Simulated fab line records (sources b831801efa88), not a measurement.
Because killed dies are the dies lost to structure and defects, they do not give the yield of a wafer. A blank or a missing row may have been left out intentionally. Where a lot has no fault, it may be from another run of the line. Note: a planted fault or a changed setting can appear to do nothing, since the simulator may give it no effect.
fab line records	flow sky130
record: lots: 6	wafers: 18	last-day: 50
route steps=708 shown LOCAL_INTERCONNECT@396 CONTACT@406 PAD_OPEN@708
lots untouched by any fault: they come from a run of this same line in which no faults occurred
start-h: hours from the record's opening day to when the first of the lot's shown wafers began	wait-h: hours since the lot's step before	" repeats the value in the row above	L1.1+2: a row that stands for several wafers	- no value, or no start given	* or withheld: withheld	< > ~ a bound
route shown NAME@n: a module of which the file shows steps, and the number in the route of the first	usual: the fault-free wafers' mean and standard deviation	same: alike in all rows	chamber/n: place in a boat	sites: readings site by site	_std_site: how widely they spread, as a standard deviation	_edge_site: inner sites' mean taken away from outer sites' mean	radius-mm: how far each site lies from the wafer's centre	mask NAME#n: copy n	behind: tool/chamber where the wafer was last shaped	hold: the reason the lot was held/the length of the hold in hours/how it ended	device: the transistor (n, p or np) that didn't switch	end of line: at the end of the route, the tests of the same wafers	for a step that has no rows: nothing shown but its recipe	killed: dies lost to structure and defects at the first sort, not the wafer's yield	map: a wafer's dies, x killed, . not, _ none there
set.NAME: setting as actually run; set.NAME@STEP: the setting as run at that earlier step	model.NAME: the simulator's own value behind a step, which no gauge read
a table for each step, a row for each wafer; lots at some steps of the route
services: when a tool's chamber went out of use (start-h, in hours from the record's first day, below 0 if earlier), for how many hours, and the reason
== steps ==
step: SKY_LOCAL_INTERCONNECT_PEB_09
recipe: peb-temp-c: withheld	peb-time-s: withheld	resist: KrF-thick
step: SKY_LOCAL_INTERCONNECT_DEVELOP_10
recipe: develop-time-s: 60	resist: KrF-thick	dev-temp-c: 21
step: SKY_LOCAL_INTERCONNECT_CD_MEAS_11
recipe: target-cd-nm: 170
usual: cd-nm: 170.2/1.6
lot.wafer	tool	chamber	start-h	wait-h	cd-nm
L778.1	cd-sem-01	-	719.80	-	168.8
L778.2	"	-	"	"	171.2
L778.3	"	-	"	"	170.5
L786.1	cd-sem-01	-	789.73	-	171.3
L786.4	"	-	"	"	170.6
L786.5	"	-	"	"	168.9
L790.3	cd-sem-02	-	814.01	-	172.4
L790.4	"	-	"	"	173.2
L790.6	"	-	"	"	171.4
L791.1	cd-sem-02	-	826.27	-	170.2
L791.4	"	-	"	"	169.5
L791.5	"	-	"	"	170.2
L799.3	cd-sem-01	-	881.81	-	171.8
L799.4	"	-	"	"	170.1
L799.6	"	-	"	"	171.7
L800.1	cd-sem-02	-	884.60	-	169.5
L800.3	"	-	"	"	169.7
L800.6	"	-	"	"	169.2
step: SKY_LOCAL_INTERCONNECT_OVL_MEAS_12
usual: LOCAL_INTERCONNECT_OVL: -1/5.9
lot.wafer	tool	chamber	start-h	wait-h	LOCAL_INTERCONNECT_OVL[nm]
L778.1	overlay-01	-	719.92	0.1	3
L778.2	"	-	"	"	-4
L778.3	"	-	"	"	-5
L786.1	overlay-02	-	789.85	0.1	2
L786.4	"	-	"	"	0
L786.5	"	-	"	"	6
L790.3	overlay-02	-	814.10	0.1	5
L790.4	"	-	"	"	11
L790.6	"	-	"	"	7
L791.1	overlay-02	-	826.39	0.1	2
L791.4	"	-	"	"	11
L791.5	"	-	"	"	5
L799.3	overlay-01	-	881.90	0.1	-3
L799.4	"	-	"	"	3
L799.6	"	-	"	"	0
L800.1	overlay-02	-	884.72	0.1	-15
L800.3	"	-	"	"	-4
L800.6	"	-	"	"	-3
step: SKY_LOCAL_INTERCONNECT_ETCH_13
recipe: chemistry: N2/H2	target: BARC	ion-energy-ev: 200	bias-w: 100	pressure-mtorr: 30	n2-flow-sccm: 100	h2-flow-sccm: 200	icp-w: 500	stop-on: SiO2	time-s: 45.9	target-depth-a: 600
usual: drypump-motor-current-A: 6.14/0.23	h2-flow-sccm: 200.0/0.6	he-backside-leak-sccm: 3.4/0.31	oes-product-au: 0.855/0.005	throttle-valve-pct: 13.224/0.009
lot.wafer	tool	chamber	start-h	wait-h	drypump-motor-current-A	h2-flow-sccm	he-backside-leak-sccm	oes-product-au	rf-hours-counter-h	throttle-valve-pct
L778.1	rie-metal-03	1	719.95	0.0	6.13	199.2	3.7	0.860	9	13.222
L778.2	"	0	"	"	6.22	199.4	3.3	0.858	13	13.207
L778.3	"	1	"	"	6.13	199.3	3.7	0.858	-	13.224
L786.1	rie-metal-03	1	789.88	0.0	6.15	199.6	3.6	0.852	11	13.224
L786.4	"	0	"	"	6.23	199.4	3.5	0.857	-	13.210
L786.5	"	1	"	"	6.12	199.5	3.6	0.855	-	13.240
L790.3	rie-metal-03	0	814.14	0.0	6.20	199.3	3.4	0.850	-	13.229
L790.4	"	1	"	"	6.11	199.9	3.4	0.844	-	13.205
L790.6	"	0	"	"	6.21	199.6	3.4	0.847	-	13.233
L791.1	rie-metal-03	1	826.42	0.0	6.12	199.7	3.5	0.858	13	13.223
L791.4	"	1	"	"	6.13	200.1	3.7	0.856	-	13.225
L791.5	"	0	"	"	6.22	199.8	3.4	0.849	-	13.240
L799.3	rie-metal-03	0	881.94	0.0	6.23	199.8	3.3	0.857	-	13.223
L799.4	"	1	"	"	6.10	200.7	3.8	0.857	-	13.214
L799.6	"	0	"	"	6.25	198.6	3.4	0.850	-	13.221
L800.1	rie-metal-02	1	884.76	0.0	6.37	200.1	3.4	0.848	2	13.235
L800.3	"	1	"	"	6.38	200.7	3.4	0.844	-	13.234
L800.6	"	1	"	"	6.36	200.7	3.3	0.854	-	13.200
step: SKY_LOCAL_INTERCONNECT_METAL_ETCH_14
recipe: target-depth-nm: 110	stop-on: PSG	chemistry: Cl2/BCl3	target: TiN	resist-sidewall-deg: 88	pressure-mtorr: 10	icp-w: 900	bias-w: 48.5	Cl2_flow_sccm: 60	bcl3-flow-sccm: 30	time-s: 31.4
usual: drypump-motor-current-A: 6.13/0.23	he-backside-leak-sccm: 3.4/0.37	oes-product-au: 0.944/0.0074	throttle-valve-pct: 21.899/0.01
lot.wafer	tool	chamber	start-h	wait-h	drypump-motor-current-A	he-backside-leak-sccm	oes-product-au	rf-hours-counter-h	throttle-valve-pct
L778.1	rie-metal-03	1	720.02	0.0	6.11	3.6	0.937	9	21.904
L778.2	"	0	"	"	6.21	3.4	0.943	13	21.901
L778.3	"	1	"	"	6.10	3.8	0.940	-	21.899
L786.1	rie-metal-03	1	789.95	0.0	6.12	3.7	0.942	11	21.884
L786.4	"	0	"	"	6.20	3.2	0.946	-	21.912
L786.5	"	1	"	"	6.13	3.7	0.946	-	21.900
L790.3	rie-metal-03	0	814.20	0.0	6.21	3.3	0.935	-	21.906
L790.4	"	1	"	"	6.12	3.8	0.939	-	21.890
L790.6	"	0	"	"	6.21	3.3	0.952	-	21.890
L791.1	rie-metal-03	1	826.48	0.0	6.09	6.8	0.943	13	21.908
L791.4	"	1	"	"	6.06	3.5	0.948	-	21.888
L791.5	"	0	"	"	6.23	3.4	0.940	-	21.918
L799.3	rie-metal-03	0	882.00	0.0	6.21	3.4	0.940	-	21.909
L799.4	"	1	"	"	6.09	3.5	0.939	-	21.916
L799.6	"	0	"	"	6.17	3.3	0.940	-	21.911
L800.1	rie-metal-02	1	884.88	0.1	6.38	3.4	0.939	2	21.901
L800.3	"	1	"	"	6.39	3.4	0.941	-	21.896
L800.6	"	1	"	"	6.38	3.5	0.947	-	21.891
step: SKY_LOCAL_INTERCONNECT_STRIP_15
recipe: chemistry: O2/N2	power-w: 1400	pressure-mtorr: 1500	platen-temp-c: withheld	o2-flow-sccm: 3000	n2-flow-sccm: 300	overash-fraction: 0.5
usual: drypump-motor-current-A: 5.6/0.36	oes-product-au: 0.427/0.0043	strip-time-to-endpoint-s: 4.733/0.023
same: overash-fraction: 0.5
lot.wafer	tool	chamber	start-h	wait-h	drypump-motor-current-A	oes-product-au	rf-hours-counter-h	strip-time-to-endpoint-s
L778.1	plasma-asher-04	1	720.07	0.0	5.7	0.419	90	4.738
L778.2	"	0	"	"	5.3	0.427	90	4.740
L778.3	"	1	"	"	5.7	0.426	-	4.742
L786.1	plasma-asher-04	0	790.00	0.0	5.3	0.430	97	4.725
L786.4	"	1	"	"	5.7	0.430	-	4.714
L786.5	"	1	"	"	5.7	0.426	-	4.721
L790.3	plasma-asher-01	1	814.27	0.1	5.1	0.436	-	4.738
L790.4	"	0	"	"	6.3	0.425	-	4.734
L790.6	"	1	"	"	5.1	0.428	-	4.720
L791.1	plasma-asher-04	0	826.54	0.0	5.3	0.427	100	4.723
L791.4	"	1	"	"	5.7	0.421	-	4.740
L791.5	"	1	"	"	5.7	0.425	-	4.722
L799.3	plasma-asher-02	1	882.07	0.1	6.3	0.422	-	4.692
L799.4	"	0	"	"	5.7	0.430	-	4.744
L799.6	"	0	"	"	5.7	0.416	-	4.715
L800.1	plasma-asher-02	0	884.98	0.1	5.7	0.433	72	4.723
L800.3	"	1	"	"	6.3	0.431	-	4.687
L800.6	"	0	"	"	5.7	0.430	-	4.722
step: SKY_LOCAL_INTERCONNECT_STRIP_16
recipe: chemistry: post-etch-residue-remover	time-s: 1200	temp-c: 72.5
step: SKY_LOCAL_INTERCONNECT_CLEAN_17
recipe: chemistry: IPA	time-s: 180	temp-c: 25
step: SKY_LOCAL_INTERCONNECT_CLEAN_18
recipe: chemistry: O3/DIW	dry: n2-spin
step: SKY_CONTACT_CVD_00
recipe: material: Si3N4	target-thk-nm: 75	temp-c: 400	time-s: withheld	rf-w: 450
usual: heater-power-w: 736/84
lot.wafer	tool	chamber	start-h	wait-h	heater-power-w
L778.1	pecvd-03	0	720.72	0.0	751
L778.2	"	1	"	"	766
L778.3	"	2	"	"	739
L786.1	pecvd-03	2	790.60	0.0	736
L786.4	"	2	"	"	748
L786.5	"	0	"	"	648
L790.3	pecvd-01	2	814.91	0.0	771
L790.4	"	2	"	"	748
L790.6	"	0	"	"	691
L791.1	pecvd-01	2	827.13	0.0	746
L791.4	"	2	"	"	743
L791.5	"	0	"	"	698
L799.3	pecvd-03	2	882.63	0.0	674
L799.4	"	0	"	"	761
L799.6	"	1	"	"	673
L800.1	pecvd-01	0	885.58	0.0	676
L800.3	"	1	"	"	734
L800.6	"	2	"	"	807
step: SKY_CONTACT_THK_MEAS_01
recipe: reads: Si3N4_of_CONTACT_CVD_00
usual: CONTACT_CVD_00_THK: 75.0/1
lot.wafer	tool	chamber	start-h	wait-h	CONTACT_CVD_00_THK[nm]
L778.1	film-metro-04	-	720.75	-	74.6
L778.2	"	-	"	"	74.0
L778.3	"	-	"	"	74.2
L786.1	film-metro-01	-	790.63	-	74.9
L786.4	"	-	"	"	76.0
L786.5	"	-	"	"	75.5
L790.3	film-metro-04	-	814.96	-	74.5
L790.4	"	-	"	"	75.7
L790.6	"	-	"	"	76.3
L791.1	film-metro-03	-	827.18	-	74.2
L791.4	"	-	"	"	75.3
L791.5	"	-	"	"	75.2
L799.3	film-metro-03	-	882.68	-	74.5
L799.4	"	-	"	"	76.2
L799.6	"	-	"	"	75.8
L800.1	film-metro-04	-	885.61	-	75.5
L800.3	"	-	"	"	75.4
L800.6	"	-	"	"	75.2
step: SKY_CONTACT_HDPCVD_02
recipe: material: SiO2	target-thk-nm: 565	sigma-open-frac: 0.3	time-s: 94.2	temp-c: 600	sih4-flow-sccm: 60	pressure-mtorr: 6
usual: sih4-flow-sccm: 60.02/0.17
lot.wafer	tool	chamber	start-h	wait-h	sih4-flow-sccm	model.SiO2_of_CONTACT_HDPCVD_02.thk-nm
L778.1	hdpcvd-01	2	720.81	0.1	60.06	565.8
L778.2	"	1	"	"	59.71	574.2
L778.3	"	0	"	"	59.97	569.7
L786.1	hdpcvd-02	1	790.69	0.1	60.02	563.6
L786.4	"	1	"	"	59.85	567.3
L786.5	"	0	"	"	59.99	558.3
L790.3	hdpcvd-02	1	815.00	0.0	72.03	683.5
L790.4	"	1	"	"	72.06	683.6
L790.6	"	2	"	"	72.18	679.6
L791.1	hdpcvd-02	0	827.24	0.1	72.26	673.3
L791.4	"	2	"	"	72.02	683.4
L791.5	"	1	"	"	71.89	681.6
L799.3	hdpcvd-01	2	882.72	0.0	60.43	564.8
L799.4	"	1	"	"	59.85	572.8
L799.6	"	0	"	"	60.23	574.9
L800.1	hdpcvd-02	1	885.67	0.1	59.95	562.1
L800.3	"	0	"	"	60.10	550.7
L800.6	"	1	"	"	59.94	553.9
step: SKY_CONTACT_THK_MEAS_03
recipe: reads: SiO2_of_CONTACT_HDPCVD_02
usual: CONTACT_HDPCVD_THK: 563/6.4
lot.wafer	tool	chamber	start-h	wait-h	CONTACT_HDPCVD_THK[nm]
L778.1	film-metro-01	-	720.88	0.0	566
L778.2	"	-	"	"	575
L778.3	"	-	"	"	570
L786.1	film-metro-04	-	790.76	0.0	563
L786.4	"	-	"	"	567
L786.5	"	-	"	"	558
L790.3	film-metro-01	-	815.09	0.1	684
L790.4	"	-	"	"	683
L790.6	"	-	"	"	679
L791.1	film-metro-04	-	827.31	0.0	673
L791.4	"	-	"	"	683
L791.5	"	-	"	"	682
L799.3	film-metro-01	-	882.81	0.1	565
L799.4	"	-	"	"	572
L799.6	"	-	"	"	574
L800.1	film-metro-01	-	885.74	0.0	562
L800.3	"	-	"	"	551
L800.6	"	-	"	"	554
step: SKY_CONTACT_CMP_04
recipe: material: SiO2	down-force-psi: 4	platen-rpm: 60	pad-velocity-m-s: 0.94248
usual: motor-current-A: 12.7/1.1	slurry-filter-dp-kPa: 13.50/0.12	time-to-endpoint-s: 84/3.7
lot.wafer	tool	chamber	start-h	wait-h	motor-current-A	slurry-filter-dp-kPa	time-to-endpoint-s
L778.1	cmp-02	2	720.95	0.1	12.0	13.57	89
L778.2	"	3	"	"	12.7	13.57	84
L778.3	"	0	"	"	12.5	13.44	86
L786.4	cmp-02	2	790.82	0.0	12.1	13.33	89
L786.1	"	1	"	"	11.3	13.47	92
L786.5	"	3	"	"	14.2	13.57	81
L790.4	cmp-02	1	815.23	0.1	11.5	13.51	135
L790.3	"	2	"	"	10.6	13.47	133
L790.6	"	0	"	"	12.7	13.37	129
L791.4	cmp-02	2	827.42	0.1	11.6	13.47	129
L791.1	"	0	"	"	12.8	13.38	123
L791.5	"	1	"	"	11.4	13.50	131
L799.4	cmp-01	0	882.85	0.0	14.1	13.44	83
L799.3	"	3	"	"	12.3	13.38	84
L799.6	"	1	"	"	14.5	13.61	84
L800.1	cmp-02	2	885.93	0.2	11.5	13.44	80
L800.3	"	1	"	"	11.5	13.62	80
L800.6	"	3	"	"	13.3	13.60	76
step: SKY_CONTACT_BOW_MEAS_05
recipe: mode: bow
usual: CONTACT_BOW: 81/6.2
lot.wafer	tool	chamber	start-h	wait-h	CONTACT_BOW[um]
L778.1	film-metro-04	-	721.25	0.2	90
L778.2	"	-	"	"	96
L778.3	"	-	"	"	75
L786.1	film-metro-03	-	791.12	0.1	94
L786.4	"	-	"	"	91
L786.5	"	-	"	"	77
L790.3	film-metro-01	-	815.47	0.1	81
L790.4	"	-	"	"	77
L790.6	"	-	"	"	70
L791.1	film-metro-04	-	827.67	0.1	89
L791.4	"	-	"	"	84
L791.5	"	-	"	"	73
L799.3	film-metro-03	-	883.19	0.1	90
L799.4	"	-	"	"	76
L799.6	"	-	"	"	82
L800.1	film-metro-01	-	886.23	0.2	75
L800.3	"	-	"	"	82
L800.6	"	-	"	"	72
step: SKY_PAD_OPEN_PROBE_99
usual: killed_at_M0_to_M3: 42/6.3	killed_at_M4_up: 2.8/1.9	killed-at-contacts: 23/5.3	killed-at-front-end: 16/4.3	killed-at-other: 0.2/0.51	killed-dies: 84/9.3	killed-open: 46/7.6	killed-short: 38/6.3
same: gross-dies: 492	killed-at-back-side: 0
lot.wafer	tool	chamber	start-h	wait-h	killed_at_M0_to_M3	killed_at_M4_up	killed-at-contacts	killed-at-front-end	killed-at-other	killed-dies	killed-open	killed-short
L786.1	prober-01	-	1140.70	0.1	39	3	23	15	0	80	47	33
L786.4	prober-01	-	1140.85	0.2	52	5	25	13	0	95	55	40
L786.5	prober-01	-	1140.90	0.2	44	5	29	14	0	92	50	42
L790.3	prober-02	-	1158.88	0.2	31	2	21	18	0	72	33	39
L790.4	prober-02	-	1158.93	0.2	41	7	24	11	0	83	39	44
L790.6	prober-02	-	1159.03	0.2	33	2	26	17	1	79	38	41
L791.1	prober-01	-	1167.52	0.1	41	4	24	24	1	94	54	40
L791.4	prober-01	-	1167.67	0.2	39	2	32	15	0	88	55	33
L791.5	prober-01	-	1167.72	0.2	49	3	17	14	0	83	51	32
L799.3	prober-02	-	1202.29	0.2	41	3	21	10	1	76	48	28
L799.4	prober-02	-	1202.34	0.2	33	6	23	15	1	78	37	41
L799.6	prober-02	-	1202.44	0.2	43	5	16	12	0	76	41	35
L800.1	prober-01	-	1205.38	0.1	40	3	23	17	0	83	43	40
L800.3	prober-01	-	1205.48	0.2	43	3	23	13	0	82	49	33
L800.6	prober-01	-	1205.63	0.2	48	4	25	12	0	89	46	43
killed by level:class
L786.1 CONTACT:geometric-particle:open=13 VIA1:geometric-particle:open=8 VIA1:geometric-particle:short=8 FIELD_ISO:geometric-particle:open=7 METAL2:geometric-particle:short=4 LI_CONTACT:geometric-particle:open=4 VIA2:geometric-particle:open=4 POLY_GATE:geometric-particle:open=3
L786.4 VIA1:geometric-particle:open=10 VIA3:geometric-particle:open=10 VIA2:geometric-particle:open=9 LI_CONTACT:geometric-particle:open=7 CONTACT:geometric-particle:open=7 CONTACT:geometric-particle:short=6 LOCAL_INTERCONNECT:geometric-particle:short=5 METAL1:geometric-particle:short=5
L786.5 CONTACT:geometric-particle:open=15 VIA1:geometric-particle:short=8 LOCAL_INTERCONNECT:geometric-particle:short=7 VIA1:geometric-particle:open=7 VIA2:geometric-particle:open=6 FIELD_ISO:geometric-particle:open=4 POLY_GATE:geometric-particle:short=4 LI_CONTACT:geometric-particle:open=4
L790.3 METAL2:geometric-particle:short=10 FIELD_ISO:geometric-particle:open=6 CONTACT:geometric-particle:open=6 VIA3:geometric-particle:open=5 FIELD_ISO:geometric-particle:short=4 LI_CONTACT:geometric-particle:short=4 LOCAL_INTERCONNECT:geometric-particle:short=4 CONTACT:geometric-particle:short=4
L790.4 CONTACT:geometric-particle:open=11 VIA2:geometric-particle:open=8 METAL3:geometric-particle:short=7 VIA3:geometric-particle:open=6 METAL4:geometric-particle:short=5 LI_CONTACT:geometric-particle:short=4 METAL1:geometric-particle:short=4 VIA1:geometric-particle:short=4
L790.6 LI_CONTACT:geometric-particle:open=7 CONTACT:geometric-particle:open=7 FIELD_ISO:geometric-particle:short=6 CONTACT:geometric-particle:short=6 VIA1:geometric-particle:open=6 VIA3:geometric-particle:open=5 POLY_GATE:geometric-particle:short=4 METAL1:geometric-particle:short=4
L791.1 VIA1:geometric-particle:open=14 CONTACT:geometric-particle:open=12 VIA1:geometric-particle:short=8 FIELD_ISO:geometric-particle:short=6 POLY_GATE:geometric-particle:short=6 LI_CONTACT:geometric-particle:open=6 FIELD_ISO:geometric-particle:open=5 VIA2:geometric-particle:open=5
L791.4 VIA1:geometric-particle:open=13 LI_CONTACT:geometric-particle:open=11 CONTACT:geometric-particle:open=9 VIA3:geometric-particle:open=6 VIA2:geometric-particle:open=6 FIELD_ISO:geometric-particle:short=5 METAL2:geometric-particle:short=5 LOCAL_INTERCONNECT:geometric-particle:short=4
L791.5 VIA1:geometric-particle:open=16 CONTACT:geometric-particle:open=10 VIA3:geometric-particle:open=9 POLY_GATE:geometric-particle:open=5 METAL3:geometric-particle:short=5 METAL1:geometric-particle:short=4 VIA2:geometric-particle:open=4 FIELD_ISO:geometric-particle:short=3
L799.3 CONTACT:geometric-particle:open=12 VIA1:geometric-particle:open=12 VIA3:geometric-particle:open=8 METAL2:geometric-particle:short=6 LI_CONTACT:geometric-particle:open=5 VIA2:geometric-particle:open=4 VIA3:geometric-particle:short=4 FIELD_ISO:geometric-particle:open=3
L799.4 LI_CONTACT:geometric-particle:open=8 CONTACT:geometric-particle:open=7 METAL2:geometric-particle:short=6 FIELD_ISO:geometric-particle:short=5 CONTACT:geometric-particle:short=5 VIA1:geometric-particle:open=5 VIA1:geometric-particle:short=4 VIA3:geometric-particle:open=4
L799.6 VIA1:geometric-particle:open=9 CONTACT:geometric-particle:open=7 METAL2:geometric-particle:short=7 VIA2:geometric-particle:open=6 VIA3:geometric-particle:open=4 FIELD_ISO:geometric-particle:open=3 LI_CONTACT:geometric-particle:open=3 METAL1:geometric-particle:short=3
L800.1 CONTACT:geometric-particle:open=10 METAL2:geometric-particle:short=8 LI_CONTACT:geometric-particle:open=7 VIA2:geometric-particle:open=7 FIELD_ISO:geometric-particle:short=5 FIELD_ISO:geometric-particle:open=5 CONTACT:geometric-particle:short=5 VIA1:geometric-particle:short=5
L800.3 VIA1:geometric-particle:open=14 CONTACT:geometric-particle:open=10 VIA1:geometric-particle:short=9 FIELD_ISO:geometric-particle:open=6 LI_CONTACT:geometric-particle:open=6 METAL2:geometric-particle:short=6 VIA3:geometric-particle:open=5 LOCAL_INTERCONNECT:geometric-particle:short=3
L800.6 VIA1:geometric-particle:open=12 METAL1:geometric-particle:short=9 CONTACT:geometric-particle:open=9 VIA3:geometric-particle:open=6 CONTACT:geometric-particle:short=5 POLY_GATE:geometric-particle:open=4 LI_CONTACT:geometric-particle:short=4 VIA2:geometric-particle:open=4
== services ==
tool	chamber	start-h	hours	kind
plasma-asher-01	-	698.82	3.3	repair
hdpcvd-01	1	701.94	8.9	repair
cmp-02	-	711.17	3.6	repair
cmp-02	-	722.43	0.6	repair
cmp-01	-	727.36	6.8	pm
rie-metal-03	-	741.63	1.0	repair
pecvd-03	-	743.24	0.7	repair
cmp-02	-	746.01	4.0	pm
cmp-01	-	746.53	2.2	repair
hdpcvd-01	0	753.97	2.4	repair
hdpcvd-02	-	794.37	14.6	pm
pecvd-03	1	797.63	5.8	repair
rie-metal-03	-	805.44	0.8	repair
cmp-01	-	808.35	1.1	repair
pecvd-01	1	823.23	27.7	repair
plasma-asher-04	-	834.18	2.5	repair
pecvd-01	-	835.25	1.0	repair
cmp-01	-	838.99	16.3	pm
pecvd-03	2	840.03	5.6	repair
plasma-asher-02	-	844.20	8.1	repair
rie-metal-03	0	847.66	-	clean
rie-metal-03	0	847.66	23.2	scheduled-down
rie-metal-03	-	867.09	0.2	repair
rie-metal-02	0	880.09	9.9	repair
== key ==
first-sign: step: SKY_CONTACT_HDPCVD_02	reading: sih4-flow-sccm	direction: up	sigmas: 71	usual: 60.02	struck: 72.07
effect: step: SKY_CONTACT_THK_MEAS_03	reading: CONTACT_HDPCVD_THK	direction: up	sigmas: 18	usual: 563	struck: 681
effect: step: SKY_CONTACT_CMP_04	reading: time-to-endpoint-s	direction: up	sigmas: 12	usual: *	struck: *
model-effect: step: SKY_CONTACT_HDPCVD_02	value: SiO2_of_CONTACT_HDPCVD_02.thk-nm	without: 567.9	struck: 680.9
met-at SKY_CONTACT_HDPCVD_02
struck-wafers L790.3,L790.4,L790.6,L791.1,L791.4,L791.5
tester-left-out L790,L791
onset-between 790.69 815.00
fault: kind: process-parameter-drift	tool: hdpcvd-02	chamber: -	onset-h: 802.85	steps: SKY_CONTACT_HDPCVD_02	channel: sih4-flow-sccm	offset: 12	shape: step	end-h: 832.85	acts-in: these-recipes-only	stated: 60
tester-left-out: of these lots the tester's yield and bins aren't shown, on N5 and GAA mostly nor the transistor test; their killed dies are dies lost to structure and defects alone, not to doping, threshold or leakage, so they don't give the yield
